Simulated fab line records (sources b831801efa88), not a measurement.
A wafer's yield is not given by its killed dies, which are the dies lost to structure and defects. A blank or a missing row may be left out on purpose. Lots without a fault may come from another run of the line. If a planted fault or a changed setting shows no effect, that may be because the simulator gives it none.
fab line records	flow sky130
[record] lots = 11	wafers = 33	last_day = 49
route steps=708 shown METAL3@565 VIA4@650 PAD_OPEN@708
lots that met no fault: from a run of the same line without faults
start_h: start of the lot's first displayed wafer, in hours after the record's first day	wait_h: hours since the lot's step before	" repeats the value in the row above	L1.1+2: a single row standing in for several wafers	- no value, or no start given	* or withheld: withheld	< > ~ a bound
route shown NAME@n: NAME is a module with steps in the file, n the number in the route of the first one	usual: mean/standard deviation of fault-free wafers	same: alike in all rows	chamber/n: place in a boat	sites: the reading at each site	_std_site: standard deviation of those values	_edge_site: mean of outer sites minus mean of inner sites	radius_mm: for every site, how far away it sits from the centre of the wafer	mask NAME#n: copy n	behind: the most recent tool/chamber to have shaped the wafer	hold: reason for holding the lot/hours on hold/outcome of the hold	device: which transistor (n, p or np) failed to switch	end of line: tests of these same wafers at the route's end	a step with no rows: only its recipe	killed: not the wafer's yield, but the dies lost to structure and defects at the first sort	map: shows each die of a wafer: x if killed, . if not, _ if none is there
set.NAME: the setting that was run; set.NAME@STEP: the one run at that earlier step	model.NAME: the simulator's own value behind a step, which no gauge read
steps of the route over a sample of lots; a table a step, a row a wafer
services: a tool's chamber out of use, with start hour (start_h, from the record's first day; less than 0 if before it), hours out, and reason
[[steps]]
[step SKY_METAL3_DESCUM_15]
[recipe] chemistry = O2	source_power_w = 150	bias_power_w = 0	pressure_mtorr = 10	temp_c = 40	time_s = 8
[usual] drypump_motor_current_A = 5.5/0.41	oes_product_au = 1.002/0.0092
lot.wafer	tool	chamber	start_h	wait_h	drypump_motor_current_A	oes_product_au	rf_hours_counter_h
L279.3	rie_metal-04	0	901.03	0.0	5.9	1.003	-
L279.5	"	0	"	"	5.9	1.004	-
L279.6	"	1	"	"	5.7	1.002	-
L280.1	rie_metal-01	1	908.10	0.0	6.0	1.002	6
L280.3	"	1	"	"	6.0	1.003	-
L280.5	"	1	"	"	6.0	1.003	-
L281.1	rie_metal-04	1	916.98	0.0	5.7	1.014	10
L281.4	"	0	"	"	5.9	0.999	-
L281.5	"	0	"	"	5.9	1.003	-
L282.2	rie_metal-04	0	928.12	0.0	5.9	1.017	4
L282.5	"	1	"	"	5.7	1.017	-
L282.6	"	0	"	"	5.9	1.018	-
L284.2	rie_metal-01	1	942.72	0.0	6.0	1.009	9
L284.4	"	0	"	"	5.2	1.000	-
L284.6	"	0	"	"	5.1	1.003	-
L287.1	rie_metal-02	1	964.67	0.0	4.8	1.011	5
L287.5	"	1	"	"	4.8	1.009	-
L287.6	"	0	"	"	5.6	0.985	-
L290.2	rie_metal-04	0	985.13	0.0	5.9	1.004	7
L290.3	"	1	"	"	5.7	0.997	-
L290.4	"	0	"	"	5.9	1.009	-
L291.4	rie_metal-01	0	999.02	0.0	5.1	0.993	-
L291.5	"	0	"	"	5.1	0.995	-
L291.6	"	1	"	"	6.0	1.017	-
L294.1	rie_metal-01	1	1011.60	0.0	6.0	1.010	13
L294.4	"	1	"	"	6.0	1.011	-
L294.5	"	0	"	"	5.1	1.005	-
L293.2	rie_metal-02	1	1015.38	0.0	4.8	1.004	8
L293.3	"	0	"	"	5.6	0.993	-
L293.5	"	0	"	"	5.6	0.989	-
L298.2	rie_metal-01	0	1037.52	0.0	5.1	0.998	7
L298.5	"	1	"	"	5.9	1.006	-
L298.6	"	0	"	"	5.1	0.998	-
[step SKY_METAL3_ETCH_17]
[recipe] target = SiO2	stop_on = TiN	chemistry = C4F8/O2/Ar	source_w = 1500	bias_w = 1200	pressure_mtorr = 40	c4f8_flow_sccm = withheld	O2_flow_sccm = 6	Ar_flow_sccm = 300	time_s = 3.9	target_depth_a = 150
[usual] oes_product_au = 0.754/0.0065
lot.wafer	tool	chamber	start_h	wait_h	oes_product_au	rf_hours_counter_h
L279.3	rie_diel-03	3	901.15	0.0	0.751	24
L279.5	"	2	"	"	0.761	-
L279.6	"	3	"	"	0.749	-
L280.1	rie_diel-02	3	908.36	0.2	0.742	1
L280.3	"	1	"	"	0.744	4
L280.5	"	2	"	"	0.753	-
L281.1	rie_diel-04	2	917.11	0.1	0.751	8
L281.4	"	3	"	"	0.746	-
L281.5	"	0	"	"	0.752	-
L282.2	rie_diel-02	3	928.25	0.1	0.758	2
L282.5	"	2	"	"	0.764	-
L282.6	"	3	"	"	0.766	-
L284.2	rie_diel-02	0	942.85	0.1	0.759	0
L284.4	"	1	"	"	0.771	5
L284.6	"	2	"	"	0.758	-
L287.1	rie_diel-04	3	964.80	0.1	0.752	14
L287.5	"	2	"	"	0.754	-
L287.6	"	3	"	"	0.755	-
L290.2	rie_diel-03	1	985.26	0.1	0.741	13
L290.3	"	2	"	"	0.741	11
L290.4	"	3	"	"	0.753	0
L291.4	rie_diel-02	2	999.18	0.0	0.751	19
L291.5	"	0	"	"	0.746	-
L291.6	"	1	"	"	0.755	-
L294.1	rie_diel-04	1	1011.73	0.1	0.758	20
L294.4	"	0	"	"	0.754	12
L294.5	"	1	"	"	0.760	-
L293.2	rie_diel-03	1	1015.51	0.1	0.749	14
L293.3	"	3	"	"	0.749	1
L293.5	"	0	"	"	0.750	-
L298.2	rie_diel-02	3	1037.65	0.1	0.747	5
L298.5	"	1	"	"	0.756	-
L298.6	"	2	"	"	0.759	-
[step SKY_VIA4_OVL_MEAS_11]
[usual] VIA4_OVL = 1.1/1.3
lot.wafer	tool	chamber	start_h	wait_h	VIA4_OVL[nm]
L279.3	overlay-01	-	1003.79	0.1	0.8
L279.5	"	-	"	"	1.0
L279.6	"	-	"	"	0.6
L280.1	overlay-01	-	1010.16	0.1	0.6
L280.3	"	-	"	"	-0.7
L280.5	"	-	"	"	-0.2
L281.1	overlay-02	-	1019.12	0.1	1.1
L281.4	"	-	"	"	1.1
L281.5	"	-	"	"	1.7
L282.2	overlay-01	-	1028.20	0.1	1.9
L282.5	"	-	"	"	0.5
L282.6	"	-	"	"	2.1
L284.2	overlay-02	-	1042.00	0.1	3.8
L284.4	"	-	"	"	2.0
L284.6	"	-	"	"	1.6
L287.1	overlay-01	-	1061.56	0.1	1.7
L287.5	"	-	"	"	1.3
L287.6	"	-	"	"	0.2
L290.2	overlay-01	-	1080.70	0.1	1.2
L290.3	"	-	"	"	2.1
L290.4	"	-	"	"	0.9
L291.4	overlay-02	-	1091.11	0.1	2.4
L291.5	"	-	"	"	1.4
L291.6	"	-	"	"	1.4
L294.1	overlay-02	-	1105.85	0.1	0.2
L294.4	"	-	"	"	1.3
L294.5	"	-	"	"	2.4
L293.2	overlay-01	-	1107.73	0.1	3.9
L293.3	"	-	"	"	2.7
L293.5	"	-	"	"	1.7
L298.2	overlay-02	-	1126.80	0.1	0.4
L298.5	"	-	"	"	1.0
L298.6	"	-	"	"	1.2
[step SKY_VIA4_CVD_18]
[recipe] material = W	target_thk_nm = 505	time_s = 152.14	temp_c = 400	pressure_torr = 40
[usual] chamber_pressure_Torr = 39.99/0.11	heater_power_w = 816/29	susceptor_temp_C = 399.99/0.23
lot.wafer	tool	chamber	start_h	wait_h	chamber_pressure_Torr	heater_power_w	since_wet_clean_h	susceptor_temp_C
L279.3	cvd_w-01	0	1004.59	0.1	39.97	848	-	399.72
L279.5	"	0	"	"	40.02	867	-	399.73
L279.6	"	1	"	"	39.87	842	-	399.91
L280.1	cvd_w-01	1	1011.07	0.0	40.17	831	607	399.97
L280.3	"	0	"	"	40.09	896	-	399.84
L280.5	"	0	"	"	40.17	837	-	399.97
L281.1	cvd_w-02	0	1019.89	0.0	39.95	798	102	400.11
L281.4	"	1	"	"	39.83	792	-	399.60
L281.5	"	1	"	"	39.94	778	-	399.81
L282.2	cvd_w-02	1	1028.96	0.0	40.10	790	111	400.34
L282.5	"	1	"	"	39.94	807	-	400.25
L282.6	"	0	"	"	39.91	769	-	399.83
L284.2	cvd_w-01	1	1042.76	0.0	39.86	815	639	400.64
L284.4	"	0	"	"	40.07	875	-	399.98
L284.6	"	1	"	"	39.87	802	-	400.12
L287.1	cvd_w-01	1	1062.36	0.0	40.01	836	658	400.32
L287.5	"	1	"	"	39.97	805	-	399.56
L287.6	"	0	"	"	40.14	857	-	399.82
L290.2	cvd_w-02	0	1081.46	0.0	39.86	791	163	397.09
L290.3	"	1	"	"	39.92	798	-	399.90
L290.4	"	0	"	"	39.95	777	-	397.38
L291.4	cvd_w-02	1	1091.95	0.1	39.99	793	-	399.92
L291.5	"	1	"	"	40.12	791	-	399.79
L291.6	"	0	"	"	40.08	783	-	397.60
L294.1	cvd_w-01	0	1106.61	0.0	40.10	867	703	399.82
L294.4	"	0	"	"	40.09	883	-	399.60
L294.5	"	0	"	"	40.20	838	-	400.18
L293.2	cvd_w-01	0	1108.49	0.0	39.98	875	705	399.98
L293.3	"	1	"	"	39.95	826	-	400.03
L293.5	"	1	"	"	40.00	815	-	400.08
L298.2	cvd_w-01	1	1128.03	0.0	39.95	830	724	400.18
L298.5	"	0	"	"	39.95	861	-	399.72
L298.6	"	1	"	"	40.04	832	-	400.08
[step SKY_VIA4_RS_MEAS_19]
[recipe] thk_meas_gauge = four-point-probe	reads = W_of_VIA4_CVD_18+TiN_of_VIA4_SPUTTER_17
[usual] VIA4_W_RS = 0.2267/0.003
lot.wafer	tool	chamber	start_h	wait_h	VIA4_W_RS[ohm/sq]
L279.3	film_metro-04	-	1004.73	0.1	0.2224
L279.5	"	-	"	"	0.2241
L279.6	"	-	"	"	0.2239
L280.1	film_metro-01	-	1011.22	0.1	0.2274
L280.3	"	-	"	"	0.2269
L280.5	"	-	"	"	0.2268
L281.1	film_metro-04	-	1020.04	0.1	0.2223
L281.4	"	-	"	"	0.2244
L281.5	"	-	"	"	0.2237
L282.2	film_metro-02	-	1029.13	0.1	0.2289
L282.5	"	-	"	"	0.2295
L282.6	"	-	"	"	0.2236
L284.2	film_metro-02	-	1042.93	0.1	0.2281
L284.4	"	-	"	"	0.2242
L284.6	"	-	"	"	0.2289
L287.1	film_metro-04	-	1062.51	0.1	0.2266
L287.5	"	-	"	"	0.2295
L287.6	"	-	"	"	0.2264
L290.2	film_metro-02	-	1081.63	0.1	0.2348
L290.3	"	-	"	"	0.2291
L290.4	"	-	"	"	0.2334
L291.4	film_metro-04	-	1092.11	0.1	0.2275
L291.5	"	-	"	"	0.2277
L291.6	"	-	"	"	0.2357
L294.1	film_metro-01	-	1106.76	0.1	0.2277
L294.4	"	-	"	"	0.2273
L294.5	"	-	"	"	0.2262
L293.2	film_metro-04	-	1108.66	0.1	0.2266
L293.3	"	-	"	"	0.2322
L293.5	"	-	"	"	0.2314
L298.2	film_metro-02	-	1128.20	0.1	0.2312
L298.5	"	-	"	"	0.2284
L298.6	"	-	"	"	0.2285
[step SKY_PAD_OPEN_PROBE_99]
[usual] defect_limited_yield = 82.6/2	killed_at_M0_to_M3 = 43/7.6	killed_at_M4_up = 2.9/1.9	killed_at_contacts = 24/5	killed_at_front_end = 15/4.3	killed_at_other = 0.3/0.54	killed_dies = 85/10	killed_open = 47/7	killed_short = 38/6.4	sort_bin_3_pad_short = 0.8/0.4	sort_bin_5_function = 10.3/1.6	sort_bin_6_memory = 6.2/1.1	sort_n_pass = 407/10	sort_yield_pct = 82.6/2
[same] gross_dies = 492	killed_at_back_side = 0	sort_bin_4_leakage[%] = 0	sort_bin_8_speed[%] = 0
lot.wafer	tool	chamber	start_h	wait_h	defect_limited_yield[%]	killed_at_M0_to_M3	killed_at_M4_up	killed_at_contacts	killed_at_front_end	killed_at_other	killed_dies	killed_open	killed_short	sort_bin_3_pad_short[%]	sort_bin_5_function[%]	sort_bin_6_memory[%]	sort_n_pass	sort_yield_pct[%]
L290.2	prober-01	-	1146.53	0.1	80.1	51	3	22	20	2	98	56	42	1.4	12.4	6.1	394	80.1
L290.3	prober-01	-	1146.58	0.2	80.3	53	1	22	19	2	97	52	45	1.2	11.6	6.9	395	80.3
L290.4	prober-01	-	1146.63	0.2	83.9	44	2	18	15	0	79	44	35	1.0	10.2	4.9	413	83.9
L294.5	prober-02	-	1168.31	0.2	84.1	37	3	22	16	0	78	44	34	0.8	10.2	4.9	414	84.1
// killed by level:class
L290.2 CONTACT:geometric_particle:open=14 VIA1:geometric_particle:open=10 VIA2:geometric_particle:open=10 VIA3:geometric_particle:short=6 FIELD_ISO:geometric_particle:short=5 POLY_GATE:geometric_particle:short=5 LI_CONTACT:geometric_particle:open=5 METAL2:geometric_particle:short=5
L290.3 VIA1:geometric_particle:open=11 CONTACT:geometric_particle:open=9 FIELD_ISO:geometric_particle:short=8 VIA3:geometric_particle:open=8 LI_CONTACT:geometric_particle:open=7 VIA2:geometric_particle:open=7 VIA3:geometric_particle:short=5 VIA1:geometric_particle:short=5
L290.4 VIA1:geometric_particle:short=9 VIA1:geometric_particle:open=9 VIA3:geometric_particle:open=8 VIA2:geometric_particle:open=7 FIELD_ISO:geometric_particle:short=6 LI_CONTACT:geometric_particle:open=6 FIELD_ISO:geometric_particle:open=5 CONTACT:geometric_particle:open=5
L294.5 CONTACT:geometric_particle:open=10 VIA1:geometric_particle:open=7 FIELD_ISO:geometric_particle:open=5 VIA2:geometric_particle:open=5 VIA1:geometric_particle:short=5 VIA3:geometric_particle:open=5 VIA3:geometric_particle:short=5 CONTACT:geometric_particle:short=4
[[services]]
tool	chamber	start_h	hours	kind
rie_diel-03	0	877.53	3.0	repair
rie_diel-02	0	894.83	-	clean
rie_diel-02	0	894.83	30.6	scheduled_down
rie_diel-02	0	894.83	30.6	vent_cycle
cvd_w-02	-	904.00	14.0	pm
rie_diel-03	3	906.55	18.1	repair
rie_diel-02	3	912.52	9.1	repair
rie_diel-03	0	923.31	7.5	repair
rie_diel-03	-	940.15	0.3	repair
rie_diel-03	2	944.49	10.2	repair
rie_diel-03	2	996.65	6.9	repair
rie_diel-04	2	1014.35	3.0	repair
cvd_w-02	1	1016.18	3.1	repair
cvd_w-02	-	1017.11	0.6	repair
rie_diel-02	3	1020.12	2.8	repair
rie_diel-04	2	1031.03	4.7	repair
rie_diel-04	0	1045.78	10.8	repair
rie_diel-04	3	1067.45	23.5	repair
rie_metal-04	0	1087.19	2.7	repair
rie_diel-03	0	1088.95	11.8	repair
rie_diel-04	3	1113.27	5.9	repair
rie_diel-04	0	1120.85	13.5	repair
rie_diel-04	3	1123.31	4.1	repair
rie_diel-03	3	1126.01	5.9	repair
[[key]]
[first_sign] step = SKY_VIA4_CVD_18	reading = susceptor_temp_C	direction = down	sigmas = 12	usual = *	struck = *
[effect] step = SKY_VIA4_RS_MEAS_19	reading = VIA4_W_RS	direction = up	sigmas = 2.7	usual = 0.2267	struck = 0.2346
met_at SKY_VIA4_CVD_18
struck_lots L290,L291
struck_wafers L290.2,L290.4,L291.6
not_acting_at SKY_METAL3_DESCUM_15,SKY_METAL3_ETCH_17,SKY_VIA4_OVL_MEAS_11
onset_between 1028.96 1081.46
[fault] kind = process_parameter_drift	tool = cvd_w-02	chamber = 0	onset_h = 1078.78	steps = SKY_VIA4_CVD_18	channel = temp_c	offset = *	shape = step	end_h = 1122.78	acts_in = *	stated = *
